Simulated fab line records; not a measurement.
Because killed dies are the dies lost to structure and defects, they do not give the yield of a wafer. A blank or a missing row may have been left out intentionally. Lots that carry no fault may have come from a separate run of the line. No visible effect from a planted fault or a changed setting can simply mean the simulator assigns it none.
Matching of chambers + flow gf180mcu + GF_V3_CMP_26 on cmp-02: 4 sister chambers
The step polishes, stops on SiO2, t overpolish 15 s, target thk 0 nm. 27 wafers are shown with their chamber, then 12 later ones without.

## WAFERS, EACH WITH ITS CHAMBER
| wafer  | chamber | motorCurrentA (A) | timeToEndpointS (s) | overpolishRunS (s) |
|--------|---------|-------------------|---------------------|--------------------|
| L075.2 | 2       | 10.7              | 84                  | 14.991             |
| L075.5 | 1       | 10.3              | 85                  | 15.010             |
| L075.6 | 2       | 11.6              | 86                  | 15.003             |
| L078.1 | 0       | 12.9              | 85                  | 14.991             |
| L078.2 | 1       | 10.2              | 88                  | 14.994             |
| L078.4 | 3       | 9.4               | 87                  | 15.008             |
| L079.2 | 0       | 12.1              | 85                  | 15.000             |
| L079.4 | 3       | 9.2               | 85                  | 15.000             |
| L079.6 | 2       | 11.3              | 83                  | 14.997             |
| L080.2 | 2       | 11.2              | 82                  | 14.997             |
| L080.4 | 3       | 9.8               | 83                  | 15.013             |
| L080.6 | 1       | 10.2              | 88                  | 15.014             |
| L083.1 | 3       | 9.2               | 85                  | 15.004             |
| L083.2 | 1       | 10.5              | 86                  | 15.005             |
| L083.5 | 2       | 11.6              | 84                  | 15.001             |
| L083.3 | 2       | 10.7              | 82                  | 14.988             |
| L083.4 | 0       | 12.0              | 87                  | 15.001             |
| L083.6 | 1       | 10.4              | 87                  | 14.990             |
| L084.1 | 1       | 10.1              | 85                  | 15.010             |
| L084.4 | 0       | 11.9              | 87                  | 15.013             |
| L084.5 | 1       | 10.4              | 83                  | 15.029             |
| L089.1 | 0       | 12.0              | 90                  | 14.994             |
| L089.4 | 2       | 10.9              | 86                  | 15.004             |
| L089.6 | 1       | 10.1              | 86                  | 15.003             |
| L092.1 | 1       | 10.4              | 85                  | 15.006             |
| L092.2 | 0       | 12.3              | 93                  | 15.001             |
| L092.5 | 1       | 10.3              | 87                  | 15.003             |

SIGNATURES (averages over the wafers above)
| reading         | chamber 0 | chamber 1 | chamber 2 | chamber 3 | scatter within a chamber |
|-----------------|-----------|-----------|-----------|-----------|--------------------------|
| motorCurrentA   | 12.200    | 10.290    | 11.143    | 9.400     | 0.294                    |
| timeToEndpointS | 87.83     | 86.00     | 83.86     | 85.00     | 2.04                     |
| overpolishRunS  | 15.00000  | 15.00640  | 14.99729  | 15.00625  | 0.00845                  |
Rule: a wafer's distance from a chamber is the root of the sum, over the readings, of the square of ((its reading less the chamber's mean) divided by the reading's scatter). The wafer belongs to the nearest chamber; if the next one is less than 2 further off, it can't be placed. How the scatter is found: for the shown wafers, subtract from each reading the mean of its chamber, square and add these, divide the total by (wafers less chambers), then take the root.

## WAFERS WITHOUT THEIR CHAMBER
| wafer  | motorCurrentA (A) | timeToEndpointS (s) | overpolishRunS (s) |
|--------|-------------------|---------------------|--------------------|
| L093.1 | 12.9              | 87                  | 15.016             |
| L093.2 | 10.5              | 90                  | 15.012             |
| L093.3 | 10.8              | 86                  | 15.016             |
| L094.3 | 9.2               | 93                  | 15.011             |
| L094.5 | 9.6               | 92                  | 15.006             |
| L094.6 | 11.4              | 87                  | 14.997             |
| L095.2 | 11.1              | 88                  | 14.997             |
| L095.4 | 10.2              | 88                  | 14.990             |
| L095.6 | 9.7               | 88                  | 15.001             |
| L096.1 | 12.1              | 86                  | 15.003             |
| L096.3 | 10.0              | 84                  | 15.000             |
| L096.5 | 12.7              | 83                  | 14.989             |

## EACH ONE'S CHAMBER
| wafer  | from the rows above          | in truth |
|--------|------------------------------|----------|
| L093.1 | 0                            | 0        |
| L093.2 | can't be placed: 1 or 2      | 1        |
| L093.3 | can't be placed: 1 or 2      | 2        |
| L094.3 | can't be placed: 3 or 1      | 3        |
| L094.5 | can't be placed: 3 or 1      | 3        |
| L094.6 | can't be placed: 2 or 0      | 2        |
| L095.2 | can't be placed: 2 or 1 or 0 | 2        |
| L095.4 | can't be placed: 1 or 3 or 2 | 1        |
| L095.6 | can't be placed: 3 or 1      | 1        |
| L096.1 | 0                            | 0        |
| L096.3 | can't be placed: 1 or 3      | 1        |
| L096.5 | 0                            | 0        |
Correctly placed: 3 of 12. Can't be placed from these rows: 9 (the true chamber is among the candidates in 9). Wrongly placed: 0.
